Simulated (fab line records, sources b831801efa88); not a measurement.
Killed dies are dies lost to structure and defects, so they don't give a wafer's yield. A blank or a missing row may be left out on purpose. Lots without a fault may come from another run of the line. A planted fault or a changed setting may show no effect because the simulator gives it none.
Which tool did it? | flow gf180mcu | 14 lots, 42 wafers sampled, at 5 steps of a route of 602

WHAT THE GAUGES READ, wafer by wafer
GF_HV_LDD_OVL_MEAS_08. Usual: HV_LDD_OVL 0.4 nm, standard deviation 1.3.
lot  | measured     | on         | HV_LDD_OVL (nm) | flag
L906 | day 10 02:34 | overlay-01 | 0.3 -1.0 -0.7   |
L908 | day 11 09:11 | overlay-02 | 1.1 -0.3 -0.7   |
L910 | day 11 19:08 | overlay-02 | 1.2 2.2 0.0     |
L911 | day 12 00:41 | overlay-02 | 1.1 -0.3 0.3    |
L913 | day 12 15:01 | overlay-01 | 0.4 -0.8 -0.6   |
L912 | day 12 15:24 | overlay-01 | 2.4 1.6 1.4     |
L914 | day 12 19:50 | overlay-01 | 0.6 1.4 0.8     |
L917 | day 13 15:35 | overlay-02 | 3.9 1.6 2.3     |
L919 | day 14 12:14 | overlay-02 | 0.1 -0.9 0.4    |
L920 | day 14 22:38 | overlay-02 | 0.1 0.7 0.2     |
L922 | day 15 10:12 | overlay-02 | -0.2 1.0 0.2    |
L926 | day 16 14:19 | overlay-01 | -1.7 -1.3 -1.0  |
L927 | day 16 21:35 | overlay-02 | -0.3 0.7 0.4    |
L928 | day 17 07:41 | overlay-01 | -1.0 -0.1 -0.8  |

GF_HV_LDD_CD_MEAS_46: target cd 400 nm. Usual: cd_nm 400.5 nm, standard deviation 2.7.
lot  | measured     | on        | cd_nm (nm)        | flag
L906 | day 12 10:59 | cd_sem-01 | 399.6 398.3 399.1 |
L908 | day 13 19:34 | cd_sem-01 | 394.6 397.7 397.6 |
L910 | day 14 07:23 | cd_sem-01 | 400.6 405.4 405.5 |
L911 | day 14 13:30 | cd_sem-02 | 401.9 403.1 403.0 |
L913 | day 15 05:43 | cd_sem-02 | 401.7 399.8 400.0 |
L912 | day 15 07:05 | cd_sem-02 | 401.9 401.5 400.0 |
L914 | day 15 11:58 | cd_sem-01 | 398.1 399.3 396.2 |
L917 | day 16 09:05 | cd_sem-01 | 399.0 400.4 398.3 |
L919 | day 17 06:53 | cd_sem-02 | 397.7 398.9 397.6 |
L920 | day 17 15:18 | cd_sem-01 | 398.3 400.0 399.1 |
L922 | day 18 05:11 | cd_sem-01 | 406.1 407.1 405.6 |
L926 | day 19 13:58 | cd_sem-01 | 401.7 397.9 399.2 |
L927 | day 19 19:58 | cd_sem-02 | 401.4 401.7 402.8 |
L928 | day 20 08:04 | cd_sem-02 | 403.3 403.5 401.9 |

GF_HV_LDD_OVL_MEAS_47. Usual: HV_LDD_03_OVL 0.0 nm, standard deviation 1.3.
lot  | measured     | on         | HV_LDD_03_OVL (nm) | flag
L906 | day 12 11:05 | overlay-02 | -0.8 -0.5 -0.7     |
L908 | day 13 19:40 | overlay-01 | -2.1 -3.5 -1.3     |
L910 | day 14 07:31 | overlay-01 | 1.8 -0.6 -0.4      |
L911 | day 14 13:35 | overlay-01 | -1.8 0.8 -2.2      |
L913 | day 15 05:48 | overlay-02 | -1.1 0.6 -1.2      |
L912 | day 15 07:11 | overlay-01 | 0.6 -0.7 1.2       |
L914 | day 15 12:04 | overlay-02 | 0.0 3.4 1.0        |
L917 | day 16 09:12 | overlay-02 | 0.1 2.6 0.5        |
L919 | day 17 07:00 | overlay-01 | 1.9 0.7 -0.9       |
L920 | day 17 15:25 | overlay-01 | -0.9 -1.7 -0.5     |
L922 | day 18 05:18 | overlay-01 | -0.2 1.2 0.4       |
L926 | day 19 14:04 | overlay-02 | -1.9 -0.7 -1.7     |
L927 | day 19 20:05 | overlay-02 | -3.4 0.2 -0.9      |
L928 | day 20 08:10 | overlay-01 | 1.4 2.3 2.1        |

GF_HV_LDD_RS_MEAS_53: measures by four-point-probe. Usual: HV_LDD_RS 418.0 ohm/sq, standard deviation 0.79.
lot  | measured     | on            | HV_LDD_RS (ohm/sq) | flag
L906 | day 12 11:34 | film_metro-02 | 418.2 417.0 417.6  |
L908 | day 13 20:08 | film_metro-02 | 418.9 417.8 417.8  |
L910 | day 14 07:58 | film_metro-03 | 417.3 417.6 417.2  |
L911 | day 14 14:05 | film_metro-03 | 418.0 418.4 417.7  |
L913 | day 15 06:18 | film_metro-03 | 417.3 417.3 417.4  |
L912 | day 15 07:40 | film_metro-03 | 419.7 417.8 418.3  |
L914 | day 15 12:33 | film_metro-03 | 417.8 418.5 417.7  |
L917 | day 16 09:40 | film_metro-04 | 411.6 411.8 411.4  | OFF
L919 | day 17 07:29 | film_metro-03 | 412.9 412.6 412.7  | OFF
L920 | day 17 15:53 | film_metro-03 | 412.0 412.2 411.9  | OFF
L922 | day 18 05:46 | film_metro-03 | 418.5 418.6 418.6  |
L926 | day 19 14:32 | film_metro-03 | 417.4 417.9 417.2  |
L927 | day 19 20:34 | film_metro-04 | 417.9 418.8 419.7  |
L928 | day 20 08:38 | film_metro-03 | 417.7 417.8 417.1  |

WHICH TOOL RAN EACH LOT (tool, then ch and the chambers of the sampled wafers, then the start)
lot  | GF_HV_LDD_IMPLANT_36
L906 | implanter-01 ch 0, day 11 15:55
L908 | implanter-04 ch 0, day 13 00:03
L910 | implanter-01 ch 0, day 13 11:06
L911 | implanter-03 ch 0, day 13 16:34
L913 | implanter-03 ch 0, day 14 08:31
L912 | implanter-04 ch 0, day 14 10:00
L914 | implanter-01 ch 0, day 14 14:22
L917 | implanter-04 ch 0, day 15 11:18
L919 | implanter-04 ch 0, day 16 08:28
L920 | implanter-04 ch 0, day 16 17:36
L922 | implanter-03 ch 0, day 17 06:37
L926 | implanter-03 ch 0, day 18 13:12
L927 | implanter-04 ch 0, day 18 19:44
L928 | implanter-03 ch 0, day 19 07:17
- GF_HV_LDD_IMPLANT_36

WHAT THE TOOLS THEMSELVES READ (means of the sampled wafers that have a number; where no wafer has one, the mark that the record gives instead)
GF_HV_LDD_IMPLANT_36. Usual: beam_on_s 10.00 s, standard deviation 0.18; faraday_current_uA 42.3, standard deviation 0.77.
lot  | tool         | beam_on_s (s) | faraday_current_uA | flag
L906 | implanter-01 | 9.99          | 42.3               |
L908 | implanter-04 | 9.89          | 42.8               |
L910 | implanter-01 | 10.08         | 42.0               |
L911 | implanter-03 | 9.90          | 42.5               |
L913 | implanter-03 | 9.88          | 42.8               |
L912 | implanter-04 | 9.78          | 43.1               |
L914 | implanter-01 | 9.99          | 42.3               |
L917 | implanter-04 | 13.17         | 32.1               | OFF
L919 | implanter-04 | 13.13         | 32.3               | OFF
L920 | implanter-04 | 12.99         | 32.6               | OFF
L922 | implanter-03 | 10.09         | 41.9               |
L926 | implanter-03 | 10.10         | 41.9               |
L927 | implanter-04 | 9.86          | 42.8               |
L928 | implanter-03 | 10.09         | 41.8               |

THE ANSWER, worked out from the rows above alone
Rule: a lot is off if the mean of its wafers that have a number lies more than 3 standard deviations from the usual mean. A lot without any number at a reading at which 4 lots or more have one is off too. The other lots that the step has rows for count as sound. The gauges are gone through in route order, then the tools' own readings, and for those a lot's mean is taken as printed above. The first step at which some lot is off is used, and at that step the reading that is off furthest; a lot without a number counts as furthest.
Off: L917, L919, L920, at GF_HV_LDD_RS_MEAS_53 (HV_LDD_RS).
A tool fits if, at a process step before that reading, it ran every lot that is off, and no sound lot after the first of them. The gauges at GF_HV_LDD_RS_MEAS_53 aren't tried: what is off there is off at GF_HV_LDD_IMPLANT_36 too, on other tools, and a gauge's error can't cause that. None of those tried fits.

WHAT THE SIMULATOR HAD PUT IN
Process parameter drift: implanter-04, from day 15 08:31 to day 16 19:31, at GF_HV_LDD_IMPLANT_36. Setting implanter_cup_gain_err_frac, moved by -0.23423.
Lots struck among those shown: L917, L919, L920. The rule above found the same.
